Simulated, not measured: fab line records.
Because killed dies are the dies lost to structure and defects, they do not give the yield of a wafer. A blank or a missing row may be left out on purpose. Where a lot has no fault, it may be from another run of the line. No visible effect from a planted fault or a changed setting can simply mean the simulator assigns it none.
Which tool is to blame? + flow sky130 + 13 lots, 39 wafers sampled, at 5 steps of a route of 708

## WHAT THE GAUGES SHOWED, per wafer
SKY_LDD_HVN_OVL_MEAS_07. Usual: LDD_HVN_OVL 0.2 nm, standard deviation 1.4.
| lot  | measured     | on         | LDD_HVN_OVL (nm) | flag |
|------|--------------|------------|------------------|------|
| L169 | day 19 23:42 | overlay-02 | -2.3 -1.7 -1.1   |      |
| L170 | day 20 08:41 | overlay-01 | 3.4 2.9 1.3      |      |
| L171 | day 20 20:35 | overlay-01 | 0.0 1.0 0.4      |      |
| L172 | day 21 12:47 | overlay-01 | 0.3 0.6 1.8      |      |
| L173 | day 21 22:56 | overlay-02 | -0.6 0.6 0.9     |      |
| L174 | day 22 03:59 | overlay-02 | -1.4 -2.5 -1.7   |      |
| L175 | day 22 11:29 | overlay-01 | 1.8 0.7 0.4      |      |
| L176 | day 23 12:09 | overlay-01 | -0.6 1.2 0.1     |      |
| L178 | day 23 17:27 | overlay-02 | 2.0 1.7 0.9      |      |
| L183 | day 25 14:40 | overlay-02 | -0.8 1.1 -1.5    |      |
| L189 | day 27 17:20 | overlay-02 | 0.7 0.7 0.0      |      |
| L190 | day 27 23:41 | overlay-02 | -0.8 -0.4 1.8    |      |
| L191 | day 29 15:03 | overlay-02 | 0.1 -1.0 3.9     |      |

SKY_LDD_HVP_OVL_MEAS_07. Usual: LDD_HVP_OVL 0.0 nm, standard deviation 1.3.
| lot  | measured     | on         | LDD_HVP_OVL (nm) | flag |
|------|--------------|------------|------------------|------|
| L169 | day 21 06:08 | overlay-02 | 1.0 0.5 2.2      |      |
| L170 | day 21 15:26 | overlay-01 | 0.6 -0.2 1.1     |      |
| L171 | day 22 03:13 | overlay-01 | 0.5 2.0 2.0      |      |
| L172 | day 22 20:23 | overlay-01 | 0.1 0.7 -1.8     |      |
| L173 | day 23 05:42 | overlay-01 | -1.2 0.1 0.5     |      |
| L174 | day 23 10:44 | overlay-02 | -0.4 0.1 -1.2    |      |
| L175 | day 23 17:50 | overlay-01 | 40.3 40.8 43.7   | OFF  |
| L176 | day 24 16:47 | overlay-02 | 41.4 40.3 39.0   | OFF  |
| L178 | day 24 21:43 | overlay-01 | 43.5 39.7 40.6   | OFF  |
| L183 | day 26 19:35 | overlay-01 | -0.4 0.0 0.9     |      |
| L189 | day 28 21:30 | overlay-01 | -1.0 -0.5 -1.6   |      |
| L190 | day 29 03:35 | overlay-02 | -1.1 -3.1 -3.2   |      |
| L191 | day 30 19:36 | overlay-01 | 1.1 -0.9 -1.4    |      |

SKY_SPACER_THK_MEAS_01. Usual: SPACER_CVD_00_THK 43.2 nm, standard deviation 0.39.
| lot  | measured     | on           | SPACER_CVD_00_THK (nm) | flag |
|------|--------------|--------------|------------------------|------|
| L169 | day 22 15:34 | filmMetro-02 | 43.2 43.1 42.6         |      |
| L170 | day 23 03:02 | filmMetro-03 | 43.4 43.7 43.4         |      |
| L171 | day 24 15:16 | filmMetro-02 | 43.2 43.2 43.1         |      |
| L172 | day 24 15:16 | filmMetro-04 | 43.4 43.6 44.1         |      |
| L173 | day 24 15:17 | filmMetro-03 | 42.9 42.9 42.9         |      |
| L174 | day 24 18:53 | filmMetro-03 | 44.3 44.2 44.3         |      |
| L175 | day 25 01:16 | filmMetro-03 | 43.0 43.1 42.9         |      |
| L176 | day 26 00:10 | filmMetro-04 | 43.6 43.8 43.6         |      |
| L178 | day 26 07:00 | filmMetro-04 | 43.0 43.2 43.3         |      |
| L183 | day 28 02:22 | filmMetro-02 | 43.4 43.2 43.2         |      |
| L189 | day 30 02:20 | filmMetro-04 | 43.3 43.6 43.3         |      |
| L190 | day 30 09:44 | filmMetro-02 | 42.9 42.7 42.9         |      |
| L191 | day 32 01:34 | filmMetro-04 | 43.3 43.0 43.2         |      |

## TOOL THAT RAN EACH LOT (tool first, then ch and the chambers of the sampled wafers, then the start)
| lot  | SKY_LDD_HVP_EXPOSE_04              | SKY_LDD_LDN_STRIP_12                |
|------|------------------------------------|-------------------------------------|
| L169 | ilineStepper-02 ch 0, day 20 15:02 | plasmaAsher-01 ch 0,1, day 22 13:41 |
| L170 | ilineStepper-02 ch 0, day 21 00:23 | plasmaAsher-01 ch 0,1, day 22 23:23 |
| L171 | ilineStepper-01 ch 0, day 21 11:49 | plasmaAsher-04 ch 0,1, day 23 10:11 |
| L172 | ilineStepper-02 ch 0, day 22 05:19 | plasmaAsher-01 ch 0,1, day 24 03:14 |
| L173 | ilineStepper-01 ch 0, day 22 14:44 | plasmaAsher-02 ch 0,1, day 24 11:56 |
| L174 | ilineStepper-02 ch 0, day 22 18:50 | plasmaAsher-02 ch 0,1, day 24 16:25 |
| L175 | ilineStepper-01 ch 0, day 23 03:07 | plasmaAsher-04 ch 0,1, day 24 22:40 |
| L176 | ilineStepper-01 ch 0, day 24 02:58 | plasmaAsher-02 ch 0,1, day 25 22:44 |
| L178 | ilineStepper-01 ch 0, day 24 08:40 | plasmaAsher-02 ch 0,1, day 26 04:51 |
| L183 | ilineStepper-02 ch 0, day 26 05:43 | plasmaAsher-02 ch 0,1, day 28 00:29 |
| L189 | ilineStepper-02 ch 0, day 28 08:47 | plasmaAsher-02 ch 0,1, day 30 00:56 |
| L190 | ilineStepper-02 ch 0, day 28 14:14 | plasmaAsher-02 ch 1, day 30 08:19   |
| L191 | ilineStepper-02 ch 0, day 30 05:20 | plasmaAsher-04 ch 0,1, day 32 00:10 |
- SKY_LDD_HVP_EXPOSE_04: exposes mask HVPTM, target cd 700 nm.
- SKY_LDD_LDN_STRIP_12: strips in O2/N2.

## AS READ BY THE TOOLS THEMSELVES (means over the sampled wafers that have a number; for cases with no such wafer, the mark the record gives instead)
SKY_LDD_LDN_STRIP_12. Usual: drypumpMotorCurrentA 5.8 A, standard deviation 0.39; oesProductAu 0.716 a.u., standard deviation 0.0044; stripTimeToEndpointS 14.20 s, standard deviation 0.039.
| lot  | tool           | drypumpMotorCurrentA (A) | oesProductAu (a.u.) | stripTimeToEndpointS (s) | flag |
|------|----------------|--------------------------|---------------------|--------------------------|------|
| L169 | plasmaAsher-01 | 6.0                      | 0.714               | 14.10                    |      |
| L170 | plasmaAsher-01 | 6.0                      | 0.715               | 14.21                    |      |
| L171 | plasmaAsher-04 | 5.2                      | 0.715               | 14.21                    |      |
| L172 | plasmaAsher-01 | 5.8                      | 0.717               | 14.22                    |      |
| L173 | plasmaAsher-02 | 5.9                      | 0.716               | 14.24                    |      |
| L174 | plasmaAsher-02 | 5.9                      | 0.719               | 14.16                    |      |
| L175 | plasmaAsher-04 | 5.2                      | 0.712               | 14.22                    |      |
| L176 | plasmaAsher-02 | 5.9                      | 0.715               | 14.18                    |      |
| L178 | plasmaAsher-02 | 6.0                      | 0.714               | 14.21                    |      |
| L183 | plasmaAsher-02 | 5.9                      | 0.716               | 14.20                    |      |
| L189 | plasmaAsher-02 | 6.0                      | 0.711               | 14.19                    |      |
| L190 | plasmaAsher-02 | 6.1                      | 0.715               | 14.18                    |      |
| L191 | plasmaAsher-04 | 5.5                      | 0.721               | 14.25                    |      |

## THE ANSWER, worked out from the rows above alone
Rule: a lot counts as off when the mean over its wafers that have a number is more than 3 standard deviations away from the usual mean. Also off: a lot with no number at a reading for which 4 or more lots have one. The other lots that the step has rows for count as sound. Order of review: gauges by route order, followed by the tools' own readings, for which a lot's mean as printed above is used. The first step at which some lot is off is used, and at that step the reading that is off furthest; a lot without a number counts as furthest.
Off: at SKY_LDD_HVP_OVL_MEAS_07 (LDD_HVP_OVL), L175, L176, L178.
If a tool, at a process step before that reading, ran all the lots that are off and no sound lot after the first of them, it fits. Those tools and the gauges at SKY_LDD_HVP_OVL_MEAS_07 are tried in the same way. One candidate fits, namely ilineStepper-01 at SKY_LDD_HVP_EXPOSE_04. Its last sound lot is L173 (day 22 14:44), its first lot that is off L175 (day 23 03:07): a fault that began between those two fits.

## WHAT THE SIMULATOR HAD PUT IN
Scanner matching overlay: ilineStepper-01, from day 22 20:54 on, at SKY_LDD_HVP_EXPOSE_04. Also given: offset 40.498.
Lots struck among those shown: L175, L176, L178. Same finding as the rule above.
